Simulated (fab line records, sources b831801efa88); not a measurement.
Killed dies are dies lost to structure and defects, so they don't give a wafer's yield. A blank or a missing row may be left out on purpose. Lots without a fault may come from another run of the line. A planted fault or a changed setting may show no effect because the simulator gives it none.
Chamber matching | flow gf180mcu | GF_PASSIVATION_ETCH_11 on rie_diel-02: 4 sister chambers
The step etches the open film in CF4/O2, stops on TiN, target depth 2040 nm, time 453.3 s. 4 wafers are shown with their chamber, then 10 later ones without.

WAFERS WITH THEIR CHAMBER
wafer  | chamber | drypump_motor_current_A (A)
L082.2 | 2       | 5.78
L083.4 | 3       | 5.88
L083.6 | 0       | 5.36
L084.5 | 1       | 5.55

WAFERS WITHOUT THEIR CHAMBER
wafer  | drypump_motor_current_A (A)
L084.6 | 5.35
L086.1 | 5.55
L086.2 | 5.85
L086.5 | 5.37
L089.1 | 5.36
L089.2 | 5.57
L089.5 | 5.77
L096.2 | 5.91
L096.3 | 5.39
L096.4 | 5.57

WHICH CHAMBER EACH WENT THROUGH
wafer  | from the rows above | in truth
L084.6 | 0                   | 0
L086.1 | 1                   | 1
L086.2 | 3                   | 3
L086.5 | 0                   | 0
L089.1 | 0                   | 0
L089.2 | 1                   | 1
L089.5 | 2                   | 2
L096.2 | 3                   | 3
L096.3 | 0                   | 0
L096.4 | 1                   | 1
Placed correctly: 10 of 10. Can't be placed from these rows: 0. Placed wrongly: 0.
How it was worked out, from the rows above alone: a wafer's distance from a chamber is the root of the sum, over the readings, of the square of ((its reading less the chamber's mean) divided by the reading's scatter). The wafer belongs to the nearest chamber; if the next one is less than 2 further off, it can't be placed. A chamber's mean is the mean of its shown wafers. The scatter: with one shown wafer a chamber, the root of the mean of the squares of how far each hidden wafer lies from its nearest shown one.
